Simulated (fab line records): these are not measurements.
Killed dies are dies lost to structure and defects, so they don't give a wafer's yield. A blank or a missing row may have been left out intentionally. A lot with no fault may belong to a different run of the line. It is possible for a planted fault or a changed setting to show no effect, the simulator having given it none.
fab line records	flow sky130	part 1 of 2: steps 1 to 30 of 40
record lots=5	wafers=15	last-day=49
route steps=708 shown CAPM@537 METAL3@555 VIA3@573
lots untouched by any fault: they come from a run of this same line in which no faults occurred
start-h: the number of hours between the record's first day and the start of the first shown wafer of the lot	wait-h: hours from the lot's prior step to this one	" as in the row above	L1.1+2: a single row standing in for several wafers	- no value, or no start was given	* or withheld: withheld	< > ~ a bound
route shown NAME@n: NAME is a module with steps in the file, n the number in the route of the first one	usual: mean/standard deviation taken from wafers without a fault	same: alike in all rows	chamber/n: place in a boat	sites: each site's reading	_std_site: standard deviation across them	_edge_site: the outer-site mean with the inner-site mean subtracted	radius-mm: how far each site lies from the wafer's centre	mask NAME#n: copy n	behind: the last tool/chamber to shape the wafer	hold: why the lot went on hold/how many hours it stayed there/how the hold came to an end	device: the transistor (n, p or np) that didn't switch	end of line: tests run on the same wafers once the route is complete	a step given without rows: its recipe and nothing more	killed: dies lost to structure and defects at the first sort, not the wafer's yield	map: dies across one wafer; x = killed, . = not, _ = none there
set.NAME: the setting as run; set.NAME@STEP: as run at that earlier step	model.NAME: the simulator's own value behind a step, which no gauge read
lots at selected steps of the route; one table per step, one row per wafer
services: a tool's chamber out of use, with start hour (start-h, from the record's first day; less than 0 if before it), hours out, and reason
## steps
# step SKY_CAPM_CVD_00
# recipe material=SiO2	target-thk-nm=15.5	temp-c=400	time-s=withheld	rf-w=450
# usual heater-power-w=728/110
lot.wafer	tool	chamber	start-h	wait-h	heater-power-w
L077.2	pecvd-03	1	863.64	0.0	453
L077.3	"	2	"	"	877
L077.4	"	0	"	"	742
L079.1	pecvd-04	2	913.18	0.0	848
L079.3	"	2	"	"	885
L079.4	"	1	"	"	661
L081.2	pecvd-02	0	914.40	0.0	725
L081.5	"	0	"	"	741
L081.6	"	1	"	"	695
L084.2	pecvd-04	0	918.89	0.0	730
L084.4	"	0	"	"	734
L084.5	"	2	"	"	844
L089.1	pecvd-02	2	979.25	0.0	885
L089.3	"	0	"	"	706
L089.4	"	1	"	"	775
# step SKY_CAPM_THK_MEAS_01
# recipe reads=SiO2_of_CAPM_CVD_00
# usual CAPM_CVD_00_THK=15.50/0.21
lot.wafer	tool	chamber	start-h	wait-h	CAPM_CVD_00_THK[nm]
L077.2	film-metro-01	-	863.67	-	15.31
L077.3	"	-	"	"	15.35
L077.4	"	-	"	"	15.59
L079.1	film-metro-03	-	913.21	-	15.30
L079.3	"	-	"	"	15.49
L079.4	"	-	"	"	15.36
L081.2	film-metro-01	-	914.43	-	15.40
L081.5	"	-	"	"	15.80
L081.6	"	-	"	"	15.75
L084.2	film-metro-03	-	918.92	-	15.53
L084.4	"	-	"	"	15.45
L084.5	"	-	"	"	15.81
L089.1	film-metro-02	-	979.27	-	15.18
L089.3	"	-	"	"	15.66
L089.4	"	-	"	"	15.68
# step SKY_CAPM_SPUTTER_02
# recipe material=TiN	target-thk-nm=200	temp-c=300	power-w=6500	time-s=166.7	chamber-pressure-pa=0.4
# usual cathode-dc-power-W=6500.0/1.3	chamber-pressure-pa=0.4000/0.00077	throttle-valve-pct=29.6/0.69
lot.wafer	tool	chamber	start-h	wait-h	cathode-dc-power-W	chamber-pressure-pa	throttle-valve-pct
L077.2	pvd-sputter-02	-	863.72	0.0	6496.9	0.4003	29.2
L077.3	"	-	"	"	6501.0	0.4003	29.2
L077.4	"	-	"	"	6498.2	0.3990	29.2
L079.1	pvd-sputter-01	-	913.27	0.1	6502.3	0.4006	29.6
L079.3	"	-	"	"	6499.2	0.4010	29.5
L079.4	"	-	"	"	6498.1	0.4001	29.6
L081.2	pvd-sputter-03	-	914.48	0.0	6499.5	0.3998	27.7
L081.5	"	-	"	"	6501.8	0.3995	30.1
L081.6	"	-	"	"	6499.9	0.4007	27.7
L084.2	pvd-sputter-02	-	918.97	0.0	6500.0	0.4012	30.2
L084.4	"	-	"	"	6499.8	0.4001	29.5
L084.5	"	-	"	"	6501.9	0.3999	29.1
L089.1	pvd-sputter-01	-	979.33	0.1	6500.5	0.4007	29.6
L089.3	"	-	"	"	6501.1	0.4010	29.7
L089.4	"	-	"	"	6501.0	0.4023	29.2
# step SKY_CAPM_RS_MEAS_03
# recipe thk-meas-gauge=four-point-probe	reads=TiN_of_CAPM_SPUTTER_02
# usual CAPM_TIN_RS=6.88/0.063
lot.wafer	tool	chamber	start-h	wait-h	CAPM_TIN_RS[ohm/sq]
L077.2	film-metro-02	-	863.85	0.1	6.93
L077.3	"	-	"	"	6.93
L077.4	"	-	"	"	6.92
L079.1	film-metro-02	-	913.38	0.1	6.96
L079.3	"	-	"	"	6.91
L079.4	"	-	"	"	6.92
L081.2	film-metro-03	-	914.61	0.1	6.93
L081.5	"	-	"	"	6.84
L081.6	"	-	"	"	6.93
L084.2	film-metro-02	-	919.10	0.1	6.93
L084.4	"	-	"	"	6.95
L084.5	"	-	"	"	6.90
L089.1	film-metro-03	-	979.44	0.1	6.92
L089.3	"	-	"	"	6.93
L089.4	"	-	"	"	6.97
# step SKY_CAPM_THK_MEAS_04
# recipe thk-meas-gauge=xrf	reads=TiN_of_CAPM_SPUTTER_02
# usual CAPM_TIN_THK=195.9/2.1
lot.wafer	tool	chamber	start-h	wait-h	CAPM_TIN_THK[nm]
L077.2	film-metro-02	-	863.96	0.1	194.8
L077.3	"	-	"	"	193.6
L077.4	"	-	"	"	194.6
L079.1	film-metro-02	-	913.50	0.1	192.6
L079.3	"	-	"	"	194.2
L079.4	"	-	"	"	193.2
L081.2	film-metro-03	-	914.72	0.1	194.2
L081.5	"	-	"	"	197.3
L081.6	"	-	"	"	194.6
L084.2	film-metro-02	-	919.21	0.1	193.6
L084.4	"	-	"	"	193.7
L084.5	"	-	"	"	195.4
L089.1	film-metro-03	-	979.56	0.1	193.7
L089.3	"	-	"	"	192.9
L089.4	"	-	"	"	192.1
# step SKY_CAPM_DEHYDRATE_05
# recipe temp-c=200	time-s=60
lot.wafer	tool	chamber	start-h	wait-h
L077.2+3+4	litho-track-01	0	876.94	13.0
L079.1+3+4	litho-track-03	0	925.46	12.0
L081.2+5+6	litho-track-03	0	926.68	12.0
L084.2+4+5	litho-track-01	0	931.84	12.6
L089.1+3+4	litho-track-02	0	990.20	10.6
# step SKY_CAPM_HMDS_06
# recipe prime-time-s=60	prime-temp-c=120
lot.wafer	tool	chamber	start-h	wait-h
L077.2+3+4	litho-track-01	0	877.09	0.1
L079.1+3+4	litho-track-03	0	925.61	0.1
L081.2+5+6	litho-track-03	0	926.83	0.1
L084.2+4+5	litho-track-01	0	931.99	0.1
L089.1+3+4	litho-track-02	0	990.35	0.1
# step SKY_CAPM_COAT_07
# recipe resist=NOVOLAK	spin-rpm=3000	resist-thk-nm=1140
# usual dispense-pressure-kPa=50.6/1.2
lot.wafer	tool	chamber	start-h	wait-h	dispense-pressure-kPa
L077.2	litho-track-01	0	877.24	0.1	51.8
L077.3	"	0	"	"	51.8
L077.4	"	0	"	"	51.8
L079.1	litho-track-03	0	925.76	0.1	50.8
L079.3	"	0	"	"	50.9
L079.4	"	0	"	"	50.9
L081.2	litho-track-03	0	926.98	0.1	50.9
L081.5	"	0	"	"	50.8
L081.6	"	0	"	"	50.9
L084.2	litho-track-01	0	932.14	0.1	51.8
L084.4	"	0	"	"	51.8
L084.5	"	0	"	"	51.8
L089.1	litho-track-02	0	990.50	0.1	48.8
L089.3	"	0	"	"	48.9
L089.4	"	0	"	"	48.9
# step SKY_CAPM_SOFTBAKE_08
# recipe temp-c=90	time-s=60	resist=NOVOLAK
lot.wafer	tool	chamber	start-h	wait-h
L077.2+3+4	litho-track-01	0	877.39	0.1
L079.1+3+4	litho-track-03	0	925.91	0.1
L081.2+5+6	litho-track-03	0	927.13	0.1
L084.2+4+5	litho-track-01	0	932.29	0.1
L089.1+3+4	litho-track-02	0	990.65	0.1
# step SKY_CAPM_EXPOSE_09
# recipe mask-id=CAPM	na=0.6	source-shape=conventional	sigma-outer=0.6	polarization=unpolarized	target-cd-nm=1000	dose-mj=159
lot.wafer	tool	chamber	start-h	wait-h	mask
L077.2+3+4	iline-stepper-02	0	-	-	CAPM#0
L079.1+3+4	iline-stepper-02	0	-	-	CAPM#0
L081.2+5+6	iline-stepper-02	0	-	-	CAPM#0
L084.2+4+5	iline-stepper-02	0	-	-	CAPM#0
L089.1+3+4	iline-stepper-01	0	-	-	CAPM#0
# step SKY_CAPM_PEB_10
# recipe temp-c=withheld	time-s=*	resist=NOVOLAK
lot.wafer	tool	chamber	start-h	wait-h
L077.2+3+4	litho-track-01	0	-	-
L079.1+3+4	litho-track-02	0	-	-
L081.2+5+6	litho-track-02	0	-	-
L084.2+4+5	litho-track-02	0	-	-
L089.1+3+4	litho-track-01	0	-	-
# step SKY_CAPM_DEVELOP_11
# recipe resist=NOVOLAK	developer=TMAH	develop-time-s=60	dev-temp-c=23
lot.wafer	tool	chamber	start-h	wait-h
L077.2+3+4	litho-track-01	0	888.89	0.1
L079.1+3+4	litho-track-02	0	938.25	0.1
L081.2+5+6	litho-track-02	0	939.22	0.1
L084.2+4+5	litho-track-02	0	943.67	0.1
L089.1+3+4	litho-track-01	0	999.51	0.1
# step SKY_CAPM_OVL_MEAS_12
# usual CAPM_OVL=-0.8/1.5
lot.wafer	tool	chamber	start-h	wait-h	CAPM_OVL[nm]
L077.2	overlay-01	-	889.02	0.1	-1.0
L077.3	"	-	"	"	-1.3
L077.4	"	-	"	"	-0.3
L079.1	overlay-02	-	938.40	0.1	-1.2
L079.3	"	-	"	"	-1.0
L079.4	"	-	"	"	-0.6
L081.2	overlay-01	-	939.35	0.1	-0.8
L081.5	"	-	"	"	-1.7
L081.6	"	-	"	"	-1.4
L084.2	overlay-02	-	943.80	0.1	0.4
L084.4	"	-	"	"	-1.5
L084.5	"	-	"	"	-0.2
L089.1	overlay-01	-	999.66	0.1	0.2
L089.3	"	-	"	"	0.3
L089.4	"	-	"	"	-0.4
# step SKY_CAPM_METAL_ETCH_13
# recipe target-depth-nm=220	stop-on=SiO2	chemistry=Cl2/BCl3	target=TiN	pressure-mtorr=10	icp-w=900	bias-w=48.5	Cl2_flow_sccm=60	bcl3-flow-sccm=30	time-s=62.9
# usual drypump-motor-current-A=5.4/0.38	oes-product-au=0.944/0.0073	throttle-valve-pct=21.899/0.0096
lot.wafer	tool	chamber	start-h	wait-h	drypump-motor-current-A	oes-product-au	rf-hours-counter-h	throttle-valve-pct
L077.2	rie-metal-04	0	889.05	0.0	5.6	0.935	7	21.906
L077.3	"	0	"	"	5.7	0.937	-	21.895
L077.4	"	1	"	"	6.0	0.948	-	21.907
L079.1	rie-metal-02	0	938.43	0.0	4.9	0.931	6	21.906
L079.3	"	0	"	"	4.9	0.944	-	21.919
L079.4	"	1	"	"	5.1	0.941	-	21.898
L081.2	rie-metal-04	0	939.38	0.0	5.6	0.938	9	21.899
L081.5	"	0	"	"	5.7	0.949	-	21.898
L081.6	"	1	"	"	6.0	0.936	-	21.874
L084.2	rie-metal-04	0	943.83	0.0	5.7	0.940	9	21.896
L084.4	"	1	"	"	6.0	0.940	-	21.914
L084.5	"	1	"	"	6.0	0.950	-	21.877
L089.1	rie-metal-02	0	999.70	0.0	4.9	0.944	9	21.908
L089.3	"	0	"	"	4.9	0.941	-	21.914
L089.4	"	0	"	"	4.9	0.934	-	21.909
# step SKY_CAPM_STRIP_14
# recipe chemistry=O2/N2	power-w=1400	pressure-mtorr=1500	platen-temp-c=withheld	o2-flow-sccm=3000	n2-flow-sccm=300	overash-fraction=0.5
# usual drypump-motor-current-A=5.57/0.25	oes-product-au=0.710/0.0046	strip-time-to-endpoint-s=12.65/0.042
lot.wafer	tool	chamber	start-h	wait-h	drypump-motor-current-A	oes-product-au	rf-hours-counter-h	strip-time-to-endpoint-s
L077.2	plasma-asher-03	0	889.13	0.1	5.39	0.710	77	12.65
L077.3	"	0	"	"	5.40	0.709	-	12.71
L077.4	"	1	"	"	5.48	0.706	-	12.66
L079.1	plasma-asher-04	0	938.51	0.1	5.84	0.714	19	12.69
L079.3	"	0	"	"	5.83	0.709	-	12.68
L079.4	"	1	"	"	5.82	0.713	-	12.66
L081.2	plasma-asher-03	0	939.46	0.1	5.41	0.717	82	12.69
L081.5	"	1	"	"	5.49	0.712	-	12.72
L081.6	"	0	"	"	5.39	0.710	-	12.65
L084.2	plasma-asher-03	0	943.91	0.1	5.37	0.708	83	12.63
L084.4	"	0	"	"	5.37	0.706	-	12.62
L084.5	"	0	"	"	5.37	0.704	-	12.65
L089.1	plasma-asher-03	1	999.85	0.1	5.48	0.722	88	12.74
L089.3	"	1	"	"	5.45	0.710	-	12.73
L089.4	"	0	"	"	5.39	0.706	-	12.71
# step SKY_CAPM_STRIP_15
# recipe chemistry=post-etch-residue-remover	time-s=1200	temp-c=72.5
# usual bath-heat-duty-pct=15.3/1.4
lot.wafer	tool	chamber	start-h	wait-h	bath-heat-duty-pct
L077.2	wet-bench-04	2	889.23	0.1	13.7
L077.3	"	2	"	"	13.2
L077.4	"	2	"	"	15.1
L079.1	wet-bench-04	1	938.61	0.1	13.4
L079.3	"	1	"	"	15.0
L079.4	"	1	"	"	14.1
L081.2	wet-bench-01	0	939.56	0.1	15.4
L081.5	"	0	"	"	14.5
L081.6	"	0	"	"	15.7
L084.2	wet-bench-01	0	944.01	0.1	15.0
L084.4	"	0	"	"	15.2
L084.5	"	0	"	"	14.5
L089.1	wet-bench-03	0	999.95	0.1	14.9
L089.3	"	0	"	"	15.1
L089.4	"	0	"	"	13.9
# step SKY_CAPM_CLEAN_16
# recipe chemistry=IPA	time-s=180	temp-c=25
# usual bath-heat-duty-pct=6.5/0.66
lot.wafer	tool	chamber	start-h	wait-h	bath-heat-duty-pct
L077.2	wet-bench-03	2	889.60	0.0	5.7
L077.3	"	2	"	"	5.2
L077.4	"	2	"	"	4.5
L079.1	wet-bench-04	1	938.95	0.0	7.0
L079.3	"	1	"	"	6.8
L079.4	"	1	"	"	6.9
L081.2	wet-bench-01	1	939.92	0.0	8.1
L081.5	"	1	"	"	8.4
L081.6	"	1	"	"	8.1
L084.2	wet-bench-03	3	944.35	0.0	6.2
L084.4	"	3	"	"	6.4
L084.5	"	3	"	"	6.4
L089.1	wet-bench-01	0	1000.30	0.0	6.4
L089.3	"	0	"	"	6.8
L089.4	"	0	"	"	6.5
# step SKY_CAPM_CLEAN_17
# recipe chemistry=O3/DIW	dry=n2-spin
lot.wafer	tool	chamber	start-h	wait-h
L077.2+3+4	wet-bench-01	1	889.66	0.0
L079.1+3+4	wet-bench-04	2	939.01	0.0
L081.2+5+6	wet-bench-01	3	939.98	0.0
L084.2+4+5	wet-bench-01	1	944.42	0.0
L089.1+3+4	wet-bench-04	0	1000.35	0.0
# step SKY_METAL3_DEHYDRATE_05
# recipe temp-c=200	time-s=60
lot.wafer	tool	chamber	start-h	wait-h
L077.2+3+4	litho-track-02	0	902.67	12.9
L079.1+3+4	litho-track-02	0	949.60	10.5
L081.2+5+6	litho-track-03	0	951.28	11.2
L084.2+4+5	litho-track-03	0	956.53	12.0
L089.1+3+4	litho-track-02	0	1011.70	11.3
# step SKY_METAL3_HMDS_06
# recipe prime-time-s=60	prime-temp-c=120
lot.wafer	tool	chamber	start-h	wait-h
L077.2+3+4	litho-track-02	0	902.82	0.1
L079.1+3+4	litho-track-02	0	949.75	0.1
L081.2+5+6	litho-track-03	0	951.43	0.1
L084.2+4+5	litho-track-03	0	956.68	0.1
L089.1+3+4	litho-track-02	0	1011.85	0.1
# step SKY_METAL3_COAT_07
# recipe resist=BARC	temp-c=withheld	time-s=withheld	spin-rpm=3000	resist-thk-nm=60
# usual dispense-pressure-kPa=50.2/1.5
lot.wafer	tool	chamber	start-h	wait-h	dispense-pressure-kPa
L077.2	litho-track-02	0	902.97	0.1	48.9
L077.3	"	0	"	"	48.9
L077.4	"	0	"	"	48.9
L079.1	litho-track-02	0	949.90	0.1	48.9
L079.3	"	0	"	"	48.9
L079.4	"	0	"	"	48.9
L081.2	litho-track-03	0	951.58	0.1	50.9
L081.5	"	0	"	"	50.9
L081.6	"	0	"	"	50.9
L084.2	litho-track-03	0	956.83	0.1	50.9
L084.4	"	0	"	"	50.9
L084.5	"	0	"	"	50.9
L089.1	litho-track-02	0	1012.00	0.1	48.9
L089.3	"	0	"	"	48.9
L089.4	"	0	"	"	48.8
# step SKY_METAL3_COAT_08
# recipe resist=KrF-thick	spin-rpm=3000	resist-thk-nm=1140
# usual dispense-pressure-kPa=50.1/1.5
lot.wafer	tool	chamber	start-h	wait-h	dispense-pressure-kPa
L077.2	litho-track-02	0	-	-	48.9
L077.3	"	0	"	"	48.8
L077.4	"	0	"	"	48.9
L079.1	litho-track-02	0	-	-	48.8
L079.3	"	0	"	"	48.8
L079.4	"	0	"	"	48.7
L081.2	litho-track-03	0	-	-	50.8
L081.5	"	0	"	"	50.8
L081.6	"	0	"	"	50.8
L084.2	litho-track-03	0	-	-	50.8
L084.4	"	0	"	"	50.8
L084.5	"	0	"	"	50.8
L089.1	litho-track-02	0	-	-	48.8
L089.3	"	0	"	"	48.8
L089.4	"	0	"	"	48.8
# step SKY_METAL3_SOFTBAKE_09
# recipe temp-c=100	time-s=90	resist=KrF-thick
lot.wafer	tool	chamber	start-h	wait-h
L077.2+3+4	litho-track-02	0	-	-
L079.1+3+4	litho-track-02	0	-	-
L081.2+5+6	litho-track-03	0	-	-
L084.2+4+5	litho-track-03	0	-	-
L089.1+3+4	litho-track-02	0	-	-
# step SKY_METAL3_EXPOSE_10
# recipe mask-id=MM3	na=0.68	source-shape=annular	sigma-inner=0.4	sigma-outer=0.8	target-cd-nm=300	dose-mj=28
lot.wafer	tool	chamber	start-h	wait-h	mask
L077.2+3+4	krf-scanner-02	0	-	-	MM3#0
L079.1+3+4	krf-scanner-02	0	-	-	MM3#0
L081.2+5+6	krf-scanner-02	0	-	-	MM3#0
L084.2+4+5	krf-scanner-02	0	-	-	MM3#0
L089.1+3+4	krf-scanner-02	0	-	-	MM3#0
# step SKY_METAL3_PEB_11
# recipe peb-temp-c=withheld	peb-time-s=withheld	resist=KrF-thick
lot.wafer	tool	chamber	start-h	wait-h
L077.2+3+4	litho-track-02	0	-	-
L079.1+3+4	litho-track-03	0	-	-
L081.2+5+6	litho-track-03	0	-	-
L084.2+4+5	litho-track-03	0	-	-
L089.1+3+4	litho-track-02	0	-	-
# step SKY_METAL3_DEVELOP_12
# recipe develop-time-s=58.83	resist=KrF-thick	dev-temp-c=21
lot.wafer	tool	chamber	start-h	wait-h
L077.2+3+4	litho-track-02	0	-	-
L079.1+3+4	litho-track-03	0	-	-
L081.2+5+6	litho-track-03	0	-	-
L084.2+4+5	litho-track-03	0	-	-
L089.1+3+4	litho-track-02	0	-	-
# step SKY_METAL3_CD_MEAS_13
# recipe target-cd-nm=300
# usual cd-nm=299.9/1.8
lot.wafer	tool	chamber	start-h	wait-h	cd-nm
L077.2	cd-sem-01	-	915.17	-	299.4
L077.3	"	-	"	"	298.9
L077.4	"	-	"	"	298.8
L079.1	cd-sem-02	-	962.71	-	299.8
L079.3	"	-	"	"	299.9
L079.4	"	-	"	"	298.7
L081.2	cd-sem-01	-	963.88	-	299.9
L081.5	"	-	"	"	300.4
L081.6	"	-	"	"	299.1
L084.2	cd-sem-01	-	968.23	-	302.8
L084.4	"	-	"	"	303.0
L084.5	"	-	"	"	302.1
L089.1	cd-sem-01	-	1022.73	-	302.2
L089.3	"	-	"	"	301.1
L089.4	"	-	"	"	300.9
# step SKY_METAL3_OVL_MEAS_14
# usual METAL3_OVL=4/4.9
lot.wafer	tool	chamber	start-h	wait-h	METAL3_OVL[nm]
L077.2	overlay-02	-	915.27	0.1	5
L077.3	"	-	"	"	-1
L077.4	"	-	"	"	2
L079.1	overlay-02	-	962.83	0.1	13
L079.3	"	-	"	"	8
L079.4	"	-	"	"	9
L081.2	overlay-02	-	963.99	0.1	2
L081.5	"	-	"	"	3
L081.6	"	-	"	"	1
L084.2	overlay-02	-	968.34	0.1	4
L084.4	"	-	"	"	2
L084.5	"	-	"	"	1
L089.1	overlay-02	-	1022.85	0.1	2
L089.3	"	-	"	"	3
L089.4	"	-	"	"	2
# step SKY_METAL3_DESCUM_15
# recipe chemistry=O2	source-power-w=150	bias-power-w=0	pressure-mtorr=10	temp-c=40	time-s=8
# usual drypump-motor-current-A=5.6/0.51	oes-product-au=1.001/0.0091
lot.wafer	tool	chamber	start-h	wait-h	drypump-motor-current-A	oes-product-au	rf-hours-counter-h
L077.2	rie-metal-03	1	915.30	0.0	6.3	1.013	2
L077.3	"	0	"	"	5.4	1.012	-
L077.4	"	1	"	"	6.3	1.012	-
L079.1	rie-metal-03	0	962.87	0.0	5.4	1.005	9
L079.3	"	0	"	"	5.4	1.018	-
L079.4	"	1	"	"	6.3	1.009	-
L081.2	rie-metal-02	0	964.02	0.0	4.8	0.997	7
L081.5	"	1	"	"	5.1	0.992	-
L081.6	"	0	"	"	4.9	0.993	-
L084.2	rie-metal-02	0	968.37	0.0	4.9	0.995	8
L084.4	"	1	"	"	5.1	0.990	-
L084.5	"	1	"	"	5.0	0.996	-
L089.1	rie-metal-03	0	1022.89	0.0	5.4	1.015	13
L089.3	"	1	"	"	6.3	1.010	-
L089.4	"	0	"	"	5.4	1.016	-
# step SKY_METAL3_ETCH_16
# recipe chemistry=N2/H2	target=BARC	ion-energy-ev=200	bias-w=100	pressure-mtorr=30	n2-flow-sccm=100	h2-flow-sccm=200	icp-w=500	stop-on=SiO2	time-s=88.2	target-depth-a=600
# usual drypump-motor-current-A=5.6/0.51	oes-product-au=0.626/0.0043	throttle-valve-pct=13.205/0.0089
lot.wafer	tool	chamber	start-h	wait-h	drypump-motor-current-A	oes-product-au	rf-hours-counter-h	throttle-valve-pct
L077.2	rie-metal-03	1	915.34	0.0	6.3	0.628	2	13.199
L077.3	"	0	"	"	5.4	0.627	-	13.210
L077.4	"	1	"	"	6.3	0.625	-	13.200
L079.1	rie-metal-03	0	962.90	0.0	5.4	0.621	9	13.216
L079.3	"	0	"	"	5.4	0.630	-	13.199
L079.4	"	1	"	"	6.4	0.619	-	13.198
L081.2	rie-metal-02	0	964.05	0.0	4.9	0.627	7	13.197
L081.5	"	1	"	"	5.1	0.626	-	13.197
L081.6	"	0	"	"	4.9	0.626	-	13.191
L084.2	rie-metal-02	0	968.40	0.0	4.9	0.627	8	13.206
L084.4	"	1	"	"	5.1	0.626	-	13.208
L084.5	"	1	"	"	5.1	0.630	-	13.210
L089.1	rie-metal-03	0	1022.92	0.0	5.4	0.624	13	13.207
L089.3	"	1	"	"	6.3	0.624	-	13.211
L089.4	"	0	"	"	5.4	0.622	-	13.185
